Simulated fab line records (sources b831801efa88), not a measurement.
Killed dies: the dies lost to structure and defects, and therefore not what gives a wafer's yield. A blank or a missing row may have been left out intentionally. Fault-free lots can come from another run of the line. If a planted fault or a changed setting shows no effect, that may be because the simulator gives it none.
fab line records + flow sky130
record
- lots=12
- wafers=35
- last-day=50
route steps=708 shown FIELD_ISO@9 VT_ADJUST_PCH@150 SONOS_TUNNEL@166 LDD_HVN@276 PAD_OPEN@708
lots untouched by any fault: they come from a run of this same line in which no faults occurred
start-h: the number of hours between the record's first day and the start of the first shown wafer of the lot + wait-h: time in hours since the lot's previous step + " same as the row above + L1.1+2: several wafers, shown together as one row + - value missing, or start not given + * or withheld: withheld + < > ~ a bound
route shown NAME@n: names a module that has steps shown in the file, with the first one's number in the route + usual: mean and standard deviation over wafers with no fault + same: alike in all rows + chamber/n: place in a boat + sites: each site's reading + _std_site: the values' standard deviation + _edge_site: outer sites' mean less inner sites' + radius-mm: for every site, how far away it sits from the centre of the wafer + mask NAME#n: copy n + behind: tool/chamber where the wafer was last shaped + hold: reason for holding the lot/hours on hold/outcome of the hold + device: the transistor (n, p or np) that didn't switch + end of line: at the end of the route, the tests of the same wafers + a step given without rows: its recipe and nothing more + killed: count of dies lost to structure and defects at first sort (not the wafer's yield) + map: the dies of a wafer, with x for killed, . for not killed, _ for no die there
set.NAME: setting as actually run; set.NAME@STEP: the setting as run at that earlier step + model.NAME: the simulator's own value behind a step, which no gauge read
one table for each step of the route and one row for each wafer, over a sample of lots
services: a tool's chamber out of use, with start hour (start-h, from the record's first day; less than 0 if before it), hours out, and reason
## steps
# step SKY_FIELD_ISO_COAT_08
# recipe
- resist=KrF-thick
- spin-rpm=3000
- resist-thk-nm=450
# usual
- chill-plate-temp-C=23.01/0.11
- exhaust-pa=45.1/0.89
| lot.wafer | tool           | chamber | start-h | wait-h | chill-plate-temp-C | exhaust-pa |
|-----------|----------------|---------|---------|--------|--------------------|------------|
| L227.2    | litho-track-02 | 0       | 35      | -      | 22.85              | 44.1       |
| L227.3    | "              | 0       | "       | "      | 23.02              | 43.4       |
| L227.4    | "              | 0       | "       | "      | 22.99              | 42.7       |
| L228.1    | litho-track-01 | 0       | 36      | -      | 23.10              | 44.4       |
| L228.5    | "              | 0       | "       | "      | 23.08              | 44.5       |
| L228.6    | "              | 0       | "       | "      | 22.96              | 44.8       |
| L229.4    | litho-track-04 | 0       | 36      | -      | 22.97              | 44.3       |
| L229.5    | "              | 0       | "       | "      | 23.01              | 45.4       |
| L229.6    | "              | 0       | "       | "      | 23.11              | 45.5       |
| L230.3    | litho-track-02 | 0       | 36      | -      | 23.06              | 45.0       |
| L230.5    | "              | 0       | "       | "      | 23.08              | 45.9       |
| L230.6    | "              | 0       | "       | "      | 23.11              | 46.2       |
| L232.1    | litho-track-04 | 0       | 47      | -      | 23.03              | 45.7       |
| L232.3    | "              | 0       | "       | "      | 22.87              | 45.2       |
| L232.6    | "              | 0       | "       | "      | 22.86              | 44.8       |
| L233.3    | litho-track-01 | 0       | 52      | -      | 23.08              | 45.1       |
| L233.4    | "              | 0       | "       | "      | 22.94              | 45.5       |
| L233.6    | "              | 0       | "       | "      | 23.10              | 45.5       |
| L240.2    | litho-track-01 | 0       | 87      | -      | 23.08              | 45.0       |
| L240.3    | "              | 0       | "       | "      | 22.86              | 44.4       |
| L240.5    | "              | 0       | "       | "      | 22.92              | 44.6       |
| L244.1    | litho-track-01 | 0       | 107     | -      | 23.06              | 44.3       |
| L244.2    | "              | 0       | "       | "      | 23.07              | 43.5       |
| L244.3    | "              | 0       | "       | "      | 23.02              | 45.1       |
| L245.2    | litho-track-04 | 0       | 114     | -      | 23.12              | 47.2       |
| L245.5    | "              | 0       | "       | "      | 22.96              | 45.7       |
| L246.1    | litho-track-02 | 0       | 119     | -      | 23.12              | 45.6       |
| L246.3    | "              | 0       | "       | "      | 23.03              | 46.0       |
| L246.5    | "              | 0       | "       | "      | 23.00              | 45.0       |
| L248.2    | litho-track-04 | 0       | 127     | -      | 23.09              | 44.5       |
| L248.4    | "              | 0       | "       | "      | 23.10              | 44.0       |
| L248.6    | "              | 0       | "       | "      | 23.24              | 44.9       |
| L249.1    | litho-track-04 | 0       | 134     | -      | 22.89              | 45.7       |
| L249.4    | "              | 0       | "       | "      | 22.98              | 45.8       |
| L249.5    | "              | 0       | "       | "      | 22.91              | 45.5       |
# step SKY_FIELD_ISO_STRIP_16
# recipe
- chemistry=O2/N2
- power-w=1400
- pressure-mtorr=1500
- platen-temp-c=withheld
- o2-flow-sccm=3000
- n2-flow-sccm=300
- overash-fraction=0.5
# usual
- drypump-motor-current-A=5.5/0.56
- oes-product-au=0.376/0.0055
- strip-time-to-endpoint-s=3.52/0.048
| lot.wafer | tool            | chamber | start-h | wait-h | drypump-motor-current-A | oes-product-au | rf-hours-counter-h | strip-time-to-endpoint-s |
|-----------|-----------------|---------|---------|--------|-------------------------|----------------|--------------------|--------------------------|
| L227.2    | plasma-asher-02 | 1       | 44.64   | 0.0    | 5.6                     | 0.381          | 35                 | 3.51                     |
| L227.3    | "               | 1       | "       | "      | 5.6                     | 0.382          | -                  | 3.50                     |
| L227.4    | "               | 0       | "       | "      | 4.9                     | 0.363          | -                  | 3.45                     |
| L229.4    | plasma-asher-01 | 1       | 45.03   | 0.1    | 5.5                     | 0.374          | -                  | 3.53                     |
| L229.5    | "               | 1       | "       | "      | 5.5                     | 0.378          | -                  | 3.50                     |
| L229.6    | "               | 0       | "       | "      | 6.6                     | 0.374          | -                  | 3.50                     |
| L228.1    | plasma-asher-03 | 1       | 45.17   | 0.0    | 5.1                     | 0.379          | 24                 | 3.57                     |
| L228.5    | "               | 1       | "       | "      | 5.1                     | 0.377          | -                  | 3.56                     |
| L228.6    | "               | 0       | "       | "      | 6.1                     | 0.373          | -                  | 3.60                     |
| L230.3    | plasma-asher-02 | 1       | 45.88   | 0.1    | 5.5                     | 0.369          | -                  | 3.45                     |
| L230.5    | "               | 1       | "       | "      | 5.5                     | 0.379          | -                  | 3.53                     |
| L230.6    | "               | 0       | "       | "      | 4.9                     | 0.377          | -                  | 3.44                     |
| L232.1    | plasma-asher-02 | 1       | 55.69   | 0.0    | 5.6                     | 0.370          | 36                 | 3.49                     |
| L232.3    | "               | 0       | "       | "      | 4.9                     | 0.380          | -                  | 3.44                     |
| L232.6    | "               | 0       | "       | "      | 4.9                     | 0.376          | -                  | 3.46                     |
| L233.3    | plasma-asher-02 | 0       | 60.22   | 0.1    | 4.9                     | 0.384          | -                  | 3.66                     |
| L233.4    | "               | 1       | "       | "      | 5.5                     | 0.379          | -                  | 3.52                     |
| L233.6    | "               | 0       | "       | "      | 4.9                     | 0.377          | -                  | 3.65                     |
| L240.2    | plasma-asher-01 | 1       | 97.19   | 0.0    | 5.5                     | 0.366          | 41                 | 3.24                     |
| L240.3    | "               | 1       | "       | "      | 5.4                     | 0.364          | -                  | 3.26                     |
| L240.5    | "               | 1       | "       | "      | 5.5                     | 0.370          | -                  | 3.27                     |
| L244.1    | plasma-asher-02 | 0       | 116.69  | 0.0    | 4.9                     | 0.365          | 42                 | 3.27                     |
| L244.2    | "               | 1       | "       | "      | 5.6                     | 0.359          | 42                 | 3.20                     |
| L244.3    | "               | 1       | "       | "      | 5.6                     | 0.363          | -                  | 3.19                     |
| L245.2    | plasma-asher-03 | 1       | 123.92  | 0.0    | 5.1                     | 0.381          | 32                 | 3.59                     |
| L245.5    | "               | 1       | "       | "      | 5.1                     | 0.372          | -                  | 3.50                     |
| L246.1    | plasma-asher-03 | 1       | 128.65  | 0.0    | 5.1                     | 0.377          | 32                 | 3.53                     |
| L246.3    | "               | 1       | "       | "      | 5.1                     | 0.378          | -                  | 3.58                     |
| L246.5    | "               | 0       | "       | "      | 6.1                     | 0.379          | -                  | 3.53                     |
| L248.2    | plasma-asher-03 | 0       | 137.65  | 0.1    | 6.1                     | 0.367          | 33                 | 3.48                     |
| L248.4    | "               | 1       | "       | "      | 5.1                     | 0.382          | -                  | 3.44                     |
| L248.6    | "               | 0       | "       | "      | 6.1                     | 0.379          | -                  | 3.44                     |
| L249.1    | plasma-asher-03 | 1       | 144.09  | 0.0    | 5.1                     | 0.371          | 34                 | 3.58                     |
| L249.4    | "               | 1       | "       | "      | 5.1                     | 0.383          | -                  | 3.50                     |
| L249.5    | "               | 0       | "       | "      | 6.1                     | 0.372          | -                  | 3.56                     |
# step SKY_VT_ADJUST_PCH_OVL_MEAS_07
# usual
- VT_ADJUST_PCH_OVL=-0.1/1.7
| lot.wafer | tool       | chamber | start-h | wait-h | VT_ADJUST_PCH_OVL[nm] |
|-----------|------------|---------|---------|--------|-----------------------|
| L227.2    | overlay-02 | -       | 245.23  | -      | 0.6                   |
| L227.3    | "          | -       | "       | "      | -1.6                  |
| L227.4    | "          | -       | "       | "      | 1.2                   |
| L229.4    | overlay-01 | -       | 245.72  | -      | 2.1                   |
| L229.5    | "          | -       | "       | "      | 1.7                   |
| L229.6    | "          | -       | "       | "      | 2.2                   |
| L228.1    | overlay-02 | -       | 246.37  | -      | -0.7                  |
| L228.5    | "          | -       | "       | "      | 0.1                   |
| L228.6    | "          | -       | "       | "      | -3.2                  |
| L230.3    | overlay-01 | -       | 248.63  | -      | -3.1                  |
| L230.5    | "          | -       | "       | "      | 0.8                   |
| L230.6    | "          | -       | "       | "      | -2.3                  |
| L232.1    | overlay-02 | -       | 266.43  | -      | 1.9                   |
| L232.3    | "          | -       | "       | "      | -0.2                  |
| L232.6    | "          | -       | "       | "      | 2.5                   |
| L233.3    | overlay-02 | -       | 273.76  | -      | 0.6                   |
| L233.4    | "          | -       | "       | "      | 0.8                   |
| L233.6    | "          | -       | "       | "      | 1.7                   |
| L240.2    | overlay-02 | -       | 328.03  | -      | 3.6                   |
| L240.3    | "          | -       | "       | "      | 1.1                   |
| L240.5    | "          | -       | "       | "      | 1.0                   |
| L244.1    | overlay-02 | -       | 355.50  | -      | -1.2                  |
| L244.2    | "          | -       | "       | "      | -2.2                  |
| L244.3    | "          | -       | "       | "      | -1.1                  |
| L245.2    | overlay-01 | -       | 365.70  | -      | -1.9                  |
| L245.5    | "          | -       | "       | "      | -0.1                  |
| L246.1    | overlay-02 | -       | 371.00  | -      | -1.7                  |
| L246.3    | "          | -       | "       | "      | -1.8                  |
| L246.5    | "          | -       | "       | "      | 0.1                   |
| L248.2    | overlay-01 | -       | 385.03  | -      | -2.4                  |
| L248.4    | "          | -       | "       | "      | -2.5                  |
| L248.6    | "          | -       | "       | "      | -1.9                  |
| L249.1    | overlay-02 | -       | 389.27  | -      | -2.5                  |
| L249.4    | "          | -       | "       | "      | -2.9                  |
| L249.5    | "          | -       | "       | "      | -2.0                  |
# step SKY_SONOS_TUNNEL_TW_MEAS_12
# usual
- SONOS_TUNNEL_TW=197.4/1.4
| lot.wafer | tool          | chamber | start-h | wait-h | SONOS_TUNNEL_TW |
|-----------|---------------|---------|---------|--------|-----------------|
| L227.2    | film-metro-04 | -       | 269.71  | 0.0    | 195.4           |
| L227.3    | "             | -       | "       | "      | 196.5           |
| L227.4    | "             | -       | "       | "      | 194.7           |
| L229.4    | film-metro-01 | -       | 269.89  | 0.0    | 197.8           |
| L229.5    | "             | -       | "       | "      | 198.4           |
| L229.6    | "             | -       | "       | "      | 198.4           |
| L228.1    | film-metro-04 | -       | 271.29  | 0.0    | 196.3           |
| L228.5    | "             | -       | "       | "      | 197.4           |
| L228.6    | "             | -       | "       | "      | 196.1           |
| L230.3    | film-metro-04 | -       | 273.22  | 0.0    | 195.6           |
| L230.5    | "             | -       | "       | "      | 195.9           |
| L230.6    | "             | -       | "       | "      | 196.2           |
| L232.1    | film-metro-02 | -       | 291.60  | 0.0    | 195.5           |
| L232.3    | "             | -       | "       | "      | 195.9           |
| L232.6    | "             | -       | "       | "      | 195.8           |
| L233.3    | film-metro-01 | -       | 298.85  | 0.0    | 201.3           |
| L233.4    | "             | -       | "       | "      | 199.8           |
| L233.6    | "             | -       | "       | "      | 198.1           |
| L240.2    | film-metro-01 | -       | 356.41  | 0.0    | 197.9           |
| L240.3    | "             | -       | "       | "      | 199.8           |
| L240.5    | "             | -       | "       | "      | 199.9           |
| L244.1    | film-metro-04 | -       | 385.15  | 0.0    | 197.2           |
| L244.2    | "             | -       | "       | "      | 197.3           |
| L244.3    | "             | -       | "       | "      | 197.2           |
| L245.2    | film-metro-02 | -       | 396.26  | 0.0    | 197.6           |
| L245.5    | "             | -       | "       | "      | 197.5           |
| L246.1    | film-metro-04 | -       | 401.02  | 0.0    | 196.0           |
| L246.3    | "             | -       | "       | "      | 196.9           |
| L246.5    | "             | -       | "       | "      | 197.0           |
| L248.2    | film-metro-02 | -       | 415.06  | 0.0    | 196.7           |
| L248.4    | "             | -       | "       | "      | 196.4           |
| L248.6    | "             | -       | "       | "      | 197.0           |
| L249.1    | film-metro-02 | -       | 419.90  | 0.0    | 197.1           |
| L249.4    | "             | -       | "       | "      | 197.4           |
| L249.5    | "             | -       | "       | "      | 197.6           |
# step SKY_LDD_HVN_STRIP_09
# recipe
- chemistry=O2/N2
- power-w=1400
- pressure-mtorr=1500
- platen-temp-c=withheld
- o2-flow-sccm=3000
- n2-flow-sccm=300
- overash-fraction=0.5
# usual
- drypump-motor-current-A=5.6/0.46
- oes-product-au=0.408/0.0046
- strip-time-to-endpoint-s=4.141/0.014
| lot.wafer | tool            | chamber | start-h | wait-h | drypump-motor-current-A | oes-product-au | rf-hours-counter-h | strip-time-to-endpoint-s |
|-----------|-----------------|---------|---------|--------|-------------------------|----------------|--------------------|--------------------------|
| L229.4    | plasma-asher-04 | 1       | 485.35  | 0.1    | 6.1                     | 0.406          | -                  | 4.149                    |
| L229.5    | "               | 0       | "       | "      | 5.7                     | 0.406          | -                  | 4.129                    |
| L229.6    | "               | 1       | "       | "      | 6.1                     | 0.416          | -                  | 4.149                    |
| L228.1    | plasma-asher-03 | 0       | 488.58  | 0.1    | 6.1                     | 0.416          | 68                 | 4.131                    |
| L228.5    | "               | 0       | "       | "      | 6.1                     | 0.409          | -                  | 4.122                    |
| L228.6    | "               | 1       | "       | "      | 5.1                     | 0.408          | -                  | 4.129                    |
| L227.2    | plasma-asher-04 | 1       | 490.31  | 0.1    | 6.1                     | 0.410          | 80                 | 4.138                    |
| L227.3    | "               | 0       | "       | "      | 5.8                     | 0.399          | -                  | 4.156                    |
| L227.4    | "               | 1       | "       | "      | 6.1                     | 0.400          | -                  | 4.144                    |
| L230.3    | plasma-asher-03 | 0       | 491.24  | 0.1    | 6.1                     | 0.411          | -                  | 4.158                    |
| L230.5    | "               | 0       | "       | "      | 6.1                     | 0.407          | -                  | 4.140                    |
| L230.6    | "               | 1       | "       | "      | 5.1                     | 0.415          | -                  | 4.146                    |
| L232.1    | plasma-asher-04 | 1       | 512.38  | 0.1    | 6.1                     | 0.403          | 82                 | 4.160                    |
| L232.3    | "               | 0       | "       | "      | 5.7                     | 0.410          | -                  | 4.151                    |
| L232.6    | "               | 1       | "       | "      | 6.1                     | 0.403          | -                  | 4.155                    |
| L233.3    | plasma-asher-04 | 0       | 519.85  | 0.1    | 5.8                     | 0.407          | -                  | 4.125                    |
| L233.4    | "               | 1       | "       | "      | 6.1                     | 0.412          | -                  | 4.121                    |
| L233.6    | "               | 1       | "       | "      | 6.1                     | 0.409          | -                  | 4.137                    |
| L240.2    | plasma-asher-04 | 0       | 586.61  | 0.1    | 5.7                     | 0.406          | 91                 | 4.133                    |
| L240.3    | "               | 0       | "       | "      | 5.8                     | 0.410          | -                  | 4.139                    |
| L240.5    | "               | 1       | "       | "      | 6.1                     | 0.402          | -                  | 4.166                    |
| L246.1    | plasma-asher-02 | 1       | 650.61  | 0.1    | 5.5                     | 0.411          | 17                 | 4.143                    |
| L246.3    | "               | 0       | "       | "      | 4.9                     | 0.420          | -                  | 4.145                    |
| L246.5    | "               | 0       | "       | "      | 4.9                     | 0.411          | -                  | 4.138                    |
| L244.1    | plasma-asher-04 | 0       | 651.81  | 0.1    | 5.7                     | 0.414          | 99                 | 4.141                    |
| L244.2    | "               | 1       | "       | "      | 6.1                     | 0.407          | 99                 | 4.135                    |
| L244.3    | "               | 1       | "       | "      | 6.1                     | 0.411          | -                  | 4.114                    |
| L248.2    | plasma-asher-04 | 0       | 652.53  | 0.1    | 5.8                     | 0.407          | 99                 | 4.134                    |
| L248.4    | "               | 1       | "       | "      | 6.1                     | 0.414          | -                  | 4.144                    |
| L248.6    | "               | 0       | "       | "      | 5.8                     | 0.411          | -                  | 4.132                    |
| L245.2    | plasma-asher-02 | 1       | 653.43  | 0.1    | 5.6                     | 0.401          | 17                 | 4.155                    |
| L245.5    | "               | 1       | "       | "      | 5.5                     | 0.408          | -                  | 4.148                    |
| L249.1    | plasma-asher-04 | 1       | 653.51  | 0.1    | 6.1                     | 0.411          | 99                 | 4.166                    |
| L249.4    | "               | 1       | "       | "      | 6.1                     | 0.406          | -                  | 4.134                    |
| L249.5    | "               | 0       | "       | "      | 5.7                     | 0.411          | -                  | 4.148                    |
# step SKY_PAD_OPEN_PROBE_99
# usual
- killed_at_M0_to_M3=44/6.9
- killed_at_M4_up=3.3/2
- killed-at-contacts=25/5.4
- killed-at-front-end=16/4.6
- killed-at-other=0.2/0.51
- killed-dies=88/8.9
- killed-open=48/6.8
- killed-short=39/5.8
# same
- gross-dies=492
- killed-at-back-side=0
| lot.wafer | tool      | chamber | start-h | wait-h | killed_at_M0_to_M3 | killed_at_M4_up | killed-at-contacts | killed-at-front-end | killed-at-other | killed-dies | killed-open | killed-short |
|-----------|-----------|---------|---------|--------|--------------------|-----------------|--------------------|---------------------|-----------------|-------------|-------------|--------------|
| L245.2    | prober-02 | -       | 1199.83 | 0.1    | 36                 | 2               | 24                 | 32                  | 0               | 94          | 55          | 39           |
| L245.5    | prober-02 | -       | 1199.98 | 0.2    | 37                 | 3               | 21                 | 18                  | 1               | 80          | 46          | 33           |
# killed by level:class
L245.2 FIELD_ISO:geometric-particle:open=10 VIA1:geometric-particle:open=9 LI_CONTACT:geometric-particle:open=8 FIELD_ISO:geometric-particle:short=7 VIA3:geometric-particle:open=7 POLY_GATE:geometric-particle:open=6 CONTACT:geometric-particle:open=6 POLY_GATE:geometric-particle:short=5
L245.5 VIA1:geometric-particle:open=10 LI_CONTACT:geometric-particle:open=8 VIA2:geometric-particle:open=8 VIA1:geometric-particle:short=7 CONTACT:geometric-particle:open=7 POLY_GATE:geometric-particle:short=5 VIA3:geometric-particle:open=5 FIELD_ISO:geometric-particle:open=4
## services
| tool            | chamber | start-h | hours | kind       |
|-----------------|---------|---------|-------|------------|
| plasma-asher-04 | -       | 65.20   | 2.8   | pm         |
| plasma-asher-02 | -       | 80.18   | 3.2   | repair     |
| plasma-asher-01 | -       | 108.75  | 9.0   | pm         |
| plasma-asher-01 | 0       | 108.75  | 9.0   | vent-cycle |
| plasma-asher-01 | 1       | 108.75  | 9.0   | vent-cycle |
| plasma-asher-03 | -       | 117.02  | 1.0   | repair     |
| plasma-asher-02 | -       | 171.39  | 3.0   | repair     |
| plasma-asher-02 | -       | 200.90  | 0.4   | repair     |
| plasma-asher-04 | -       | 321.85  | 14.6  | pm         |
| plasma-asher-01 | -       | 404.60  | 1.0   | repair     |
| plasma-asher-02 | -       | 421.25  | 9.0   | pm         |
| plasma-asher-02 | 0       | 421.25  | 9.0   | vent-cycle |
| plasma-asher-02 | 1       | 421.25  | 9.0   | vent-cycle |
| plasma-asher-02 | 0       | 430.25  | -     | clean      |
| plasma-asher-02 | 1       | 430.25  | -     | clean      |
| plasma-asher-02 | -       | 466.15  | 2.8   | pm         |
| plasma-asher-02 | -       | 484.95  | 15.1  | pm         |
| plasma-asher-03 | -       | 510.24  | 28.1  | pm         |
| plasma-asher-03 | -       | 542.06  | 0.7   | repair     |
| plasma-asher-02 | -       | 550.25  | 4.6   | repair     |
| plasma-asher-03 | -       | 586.73  | 3.1   | repair     |
| plasma-asher-02 | -       | 594.30  | 1.3   | repair     |
| plasma-asher-02 | -       | 615.83  | 28.1  | pm         |
| plasma-asher-03 | -       | 629.14  | 1.8   | repair     |
## key
first-sign
- step=SKY_FIELD_ISO_STRIP_16
- reading=strip-time-to-endpoint-s
- direction=down
- sigmas=5.8
- usual=*
- struck=*
effect none on later readings
met-at SKY_FIELD_ISO_COAT_08
struck-lots L240,L244
tester-left-out L240,L244
not-acting-at SKY_VT_ADJUST_PCH_OVL_MEAS_07,SKY_SONOS_TUNNEL_TW_MEAS_12,SKY_LDD_HVN_STRIP_09
onset-between 52 87
fault
- kind=process-parameter-drift
- tool=litho-track-01
- chamber=-
- onset-h=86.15
- steps=SKY_FIELD_ISO_COAT_08
- channel=resist-thk-nm
- offset=-23.976
- shape=step
- end-h=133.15
- acts-in=these-recipes-only
- stated=450
# tester-left-out: of these lots the tester's yield and bins aren't shown, on N5 and GAA mostly nor the transistor test; their killed dies are dies lost to structure and defects alone, not to doping, threshold or leakage, so they don't give the yield
